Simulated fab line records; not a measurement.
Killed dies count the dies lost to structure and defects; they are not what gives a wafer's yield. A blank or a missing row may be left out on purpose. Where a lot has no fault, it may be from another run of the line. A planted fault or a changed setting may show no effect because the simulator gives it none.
Check for tools in common || flow sky130 || 14 lots, 42 wafers sampled

## REASON IT WAS OPENED
At SKY_SD_N_TW_MEAS_12 the reading SD_N_TW is flagged on 2 of 14 lots. Fault-free wafers read 3945, with a standard deviation of 67.
Rule: a lot gets a flag if all its wafers with a number sit over 4 standard deviations from that mean, or if no wafer of it has a number. As for the other lots, they are considered sound.

{"lot": "L329", "measured": "day 27 11:16", "on": "film-metro-01", "SD_N_TW, wafer by wafer": "3850 3838 3826", "flag": ""}
{"lot": "L330", "measured": "day 28 02:38", "on": "film-metro-02", "SD_N_TW, wafer by wafer": "3993 3977 3966", "flag": ""}
{"lot": "L331", "measured": "day 28 09:36", "on": "film-metro-02", "SD_N_TW, wafer by wafer": "3963 3965 3980", "flag": ""}
{"lot": "L332", "measured": "day 28 15:34", "on": "film-metro-01", "SD_N_TW, wafer by wafer": "3880 3856 3858", "flag": ""}
{"lot": "L333", "measured": "day 29 12:26", "on": "film-metro-02", "SD_N_TW, wafer by wafer": "3955 3965 3972", "flag": ""}
{"lot": "L334", "measured": "day 29 21:14", "on": "film-metro-02", "SD_N_TW, wafer by wafer": "4015 4005 4009", "flag": ""}
{"lot": "L335", "measured": "day 30 00:06", "on": "film-metro-04", "SD_N_TW, wafer by wafer": "4019 4019 4016", "flag": ""}
{"lot": "L336", "measured": "day 30 12:59", "on": "film-metro-01", "SD_N_TW, wafer by wafer": "3875 3866 3857", "flag": ""}
{"lot": "L340", "measured": "day 31 14:12", "on": "film-metro-01", "SD_N_TW, wafer by wafer": "3860 3864 3863", "flag": ""}
{"lot": "L339", "measured": "day 31 18:31", "on": "film-metro-04", "SD_N_TW, wafer by wafer": "4014 4014 3999", "flag": ""}
{"lot": "L341", "measured": "day 32 02:53", "on": "film-metro-01", "SD_N_TW, wafer by wafer": "29 29 29", "flag": "FLAGGED"}
{"lot": "L342", "measured": "day 32 15:43", "on": "film-metro-01", "SD_N_TW, wafer by wafer": "29 29 29", "flag": "FLAGGED"}
{"lot": "L343", "measured": "day 32 18:28", "on": "film-metro-02", "SD_N_TW, wafer by wafer": "4000 3989 3992", "flag": ""}
{"lot": "L351", "measured": "day 35 17:47", "on": "film-metro-04", "SD_N_TW, wafer by wafer": "4001 3987 3995", "flag": ""}
The numbers of the flagged lots are 29 on average: -3916 against the usual, or -58 standard deviations.

## EACH LOT AND THE TOOL IT RAN ON
3 process steps preceding the reading are held in the record, out of 708 steps in the route. Every cell lists first the tool, next ch and the chambers used by the sampled wafers, and last the start.
{"lot": "L329", "flag": "", "SKY_LDD_HVN_STRIP_09": "plasma-asher-02 ch 0,1, day 19 21:07", "SKY_RES_XHIGH_STRIP_08": "plasma-asher-01 ch 0,1, day 26 06:01", "SKY_SD_N_STRIP_11": "plasma-asher-01 ch 0,1, day 27 11:10"}
{"lot": "L330", "flag": "", "SKY_LDD_HVN_STRIP_09": "plasma-asher-02 ch 0,1, day 20 14:51", "SKY_RES_XHIGH_STRIP_08": "plasma-asher-01 ch 0,1, day 26 21:58", "SKY_SD_N_STRIP_11": "plasma-asher-01 ch 0,1, day 28 02:31"}
{"lot": "L331", "flag": "", "SKY_LDD_HVN_STRIP_09": "plasma-asher-02 ch 0,1, day 20 19:34", "SKY_RES_XHIGH_STRIP_08": "plasma-asher-03 ch 0,1, day 27 04:34", "SKY_SD_N_STRIP_11": "plasma-asher-04 ch 0,1, day 28 09:29"}
{"lot": "L332", "flag": "", "SKY_LDD_HVN_STRIP_09": "plasma-asher-02 ch 0,1, day 21 03:34", "SKY_RES_XHIGH_STRIP_08": "plasma-asher-03 ch 0,1, day 27 10:43", "SKY_SD_N_STRIP_11": "plasma-asher-01 ch 0,1, day 28 15:28"}
{"lot": "L333", "flag": "", "SKY_LDD_HVN_STRIP_09": "plasma-asher-03 ch 1, day 21 23:15", "SKY_RES_XHIGH_STRIP_08": "plasma-asher-03 ch 0, day 28 07:13", "SKY_SD_N_STRIP_11": "plasma-asher-02 ch 0, day 29 12:20"}
{"lot": "L334", "flag": "", "SKY_LDD_HVN_STRIP_09": "plasma-asher-02 ch 0,1, day 22 10:45", "SKY_RES_XHIGH_STRIP_08": "plasma-asher-04 ch 0,1, day 28 15:49", "SKY_SD_N_STRIP_11": "plasma-asher-02 ch 0,1, day 29 21:08"}
{"lot": "L335", "flag": "", "SKY_LDD_HVN_STRIP_09": "plasma-asher-03 ch 1, day 22 13:36", "SKY_RES_XHIGH_STRIP_08": "plasma-asher-03 ch 0,1, day 28 18:59", "SKY_SD_N_STRIP_11": "plasma-asher-04 ch 0,1, day 29 23:59"}
{"lot": "L336", "flag": "", "SKY_LDD_HVN_STRIP_09": "plasma-asher-01 ch 0,1, day 23 04:33", "SKY_RES_XHIGH_STRIP_08": "plasma-asher-03 ch 0,1, day 29 08:01", "SKY_SD_N_STRIP_11": "plasma-asher-02 ch 0,1, day 30 12:53"}
{"lot": "L340", "flag": "", "SKY_LDD_HVN_STRIP_09": "plasma-asher-01 ch 0,1, day 24 07:39", "SKY_RES_XHIGH_STRIP_08": "plasma-asher-01 ch 0,1, day 30 11:07", "SKY_SD_N_STRIP_11": "plasma-asher-01 ch 0,1, day 31 14:05"}
{"lot": "L339", "flag": "", "SKY_LDD_HVN_STRIP_09": "plasma-asher-03 ch 0,1, day 24 10:37", "SKY_RES_XHIGH_STRIP_08": "plasma-asher-01 ch 0,1, day 30 15:23", "SKY_SD_N_STRIP_11": "plasma-asher-02 ch 0,1, day 31 18:25"}
{"lot": "L341", "flag": "FLAGGED", "SKY_LDD_HVN_STRIP_09": "plasma-asher-01 ch 0,1, day 24 20:24", "SKY_RES_XHIGH_STRIP_08": "plasma-asher-03 ch 0,1, day 30 23:03", "SKY_SD_N_STRIP_11": "plasma-asher-02 ch 0,1, day 32 02:47"}
{"lot": "L342", "flag": "FLAGGED", "SKY_LDD_HVN_STRIP_09": "plasma-asher-02 ch 0,1, day 25 10:49", "SKY_RES_XHIGH_STRIP_08": "plasma-asher-03 ch 0,1, day 31 12:02", "SKY_SD_N_STRIP_11": "plasma-asher-02 ch 0,1, day 32 15:37"}
{"lot": "L343", "flag": "", "SKY_LDD_HVN_STRIP_09": "plasma-asher-03 ch 0,1, day 25 14:18", "SKY_RES_XHIGH_STRIP_08": "plasma-asher-01 ch 0,1, day 31 14:25", "SKY_SD_N_STRIP_11": "plasma-asher-04 ch 0,1, day 32 18:22"}
{"lot": "L351", "flag": "", "SKY_LDD_HVN_STRIP_09": "plasma-asher-02 ch 0,1, day 28 20:30", "SKY_RES_XHIGH_STRIP_08": "plasma-asher-01 ch 0,1, day 34 15:10", "SKY_SD_N_STRIP_11": "plasma-asher-01 ch 0,1, day 35 17:41"}
What the steps here do:
- SKY_LDD_HVN_STRIP_09: strips in O2/N2.
- SKY_RES_XHIGH_STRIP_08: strips in O2/N2.
- SKY_SD_N_STRIP_11: strips in O2/N2.
- SKY_SD_N_TW_MEAS_12

## FLAGGED OVER TOTAL, TOOL BY TOOL (the gauges that took the reading come last)
{"step": "SKY_LDD_HVN_STRIP_09", "tool": "plasma-asher-01", "lots run": 3, "flagged": 1, "share of the flagged lots": "some", "sound lots run after its first flagged lot": 0}
{"step": "SKY_LDD_HVN_STRIP_09", "tool": "plasma-asher-02", "lots run": 7, "flagged": 1, "share of the flagged lots": "some", "sound lots run after its first flagged lot": "1 (L351)"}
{"step": "SKY_LDD_HVN_STRIP_09", "tool": "plasma-asher-03", "lots run": 4, "flagged": 0, "share of the flagged lots": "none", "sound lots run after its first flagged lot": "-"}
{"step": "SKY_RES_XHIGH_STRIP_08", "tool": "plasma-asher-01", "lots run": 6, "flagged": 0, "share of the flagged lots": "none", "sound lots run after its first flagged lot": "-"}
{"step": "SKY_RES_XHIGH_STRIP_08", "tool": "plasma-asher-03", "lots run": 7, "flagged": 2, "share of the flagged lots": "all", "sound lots run after its first flagged lot": 0}
{"step": "SKY_RES_XHIGH_STRIP_08", "tool": "plasma-asher-04", "lots run": 1, "flagged": 0, "share of the flagged lots": "none", "sound lots run after its first flagged lot": "-"}
{"step": "SKY_SD_N_STRIP_11", "tool": "plasma-asher-01", "lots run": 5, "flagged": 0, "share of the flagged lots": "none", "sound lots run after its first flagged lot": "-"}
{"step": "SKY_SD_N_STRIP_11", "tool": "plasma-asher-02", "lots run": 6, "flagged": 2, "share of the flagged lots": "all", "sound lots run after its first flagged lot": 0}
{"step": "SKY_SD_N_STRIP_11", "tool": "plasma-asher-04", "lots run": 3, "flagged": 0, "share of the flagged lots": "none", "sound lots run after its first flagged lot": "-"}
{"step": "SKY_SD_N_TW_MEAS_12", "tool": "film-metro-01", "lots run": 6, "flagged": 2, "share of the flagged lots": "all", "sound lots run after its first flagged lot": 0}
{"step": "SKY_SD_N_TW_MEAS_12", "tool": "film-metro-02", "lots run": 5, "flagged": 0, "share of the flagged lots": "none", "sound lots run after its first flagged lot": "-"}
{"step": "SKY_SD_N_TW_MEAS_12", "tool": "film-metro-04", "lots run": 3, "flagged": 0, "share of the flagged lots": "none", "sound lots run after its first flagged lot": "-"}

## WHAT THE TABLE ALLOWS
3 rows of the table ran every flagged lot: plasma-asher-03 at SKY_RES_XHIGH_STRIP_08, plasma-asher-02 at SKY_SD_N_STRIP_11, film-metro-01 at SKY_SD_N_TW_MEAS_12.
- plasma-asher-03 at SKY_RES_XHIGH_STRIP_08 ran 7 lots, 2 of them flagged. Its last sound lot is L336 (day 29 08:01), its first flagged lot L341 (day 30 23:03): a fault that began between those two fits. On the flagged lots its readings are blank where sound lots have values: chamber-pressure-mTorr, drypump-motor-current-A, o2-flow-sccm, oes-product-au and 1 more.
- plasma-asher-02 at SKY_SD_N_STRIP_11 ran 6 lots, 2 of them flagged. Its last sound lot is L339 (day 31 18:25), its first flagged lot L341 (day 32 02:47): a fault that began between those two fits. Its own readings lie more than 4 standard deviations out on every wafer of the flagged lots: oes-product-au, strip-time-to-endpoint-s.
- film-metro-01 at SKY_SD_N_TW_MEAS_12 ran 6 lots, 2 of them flagged. Its last sound lot is L340 (day 31 14:12), its first flagged lot L341 (day 32 02:53): a fault that began between those two fits.
Counting lots can't tell these 3 tools apart, because each fits a fault that began at some hour. More lots, or a look at what each step does to the wafer, might.

## WHAT WAS PUT IN BY THE SIMULATOR
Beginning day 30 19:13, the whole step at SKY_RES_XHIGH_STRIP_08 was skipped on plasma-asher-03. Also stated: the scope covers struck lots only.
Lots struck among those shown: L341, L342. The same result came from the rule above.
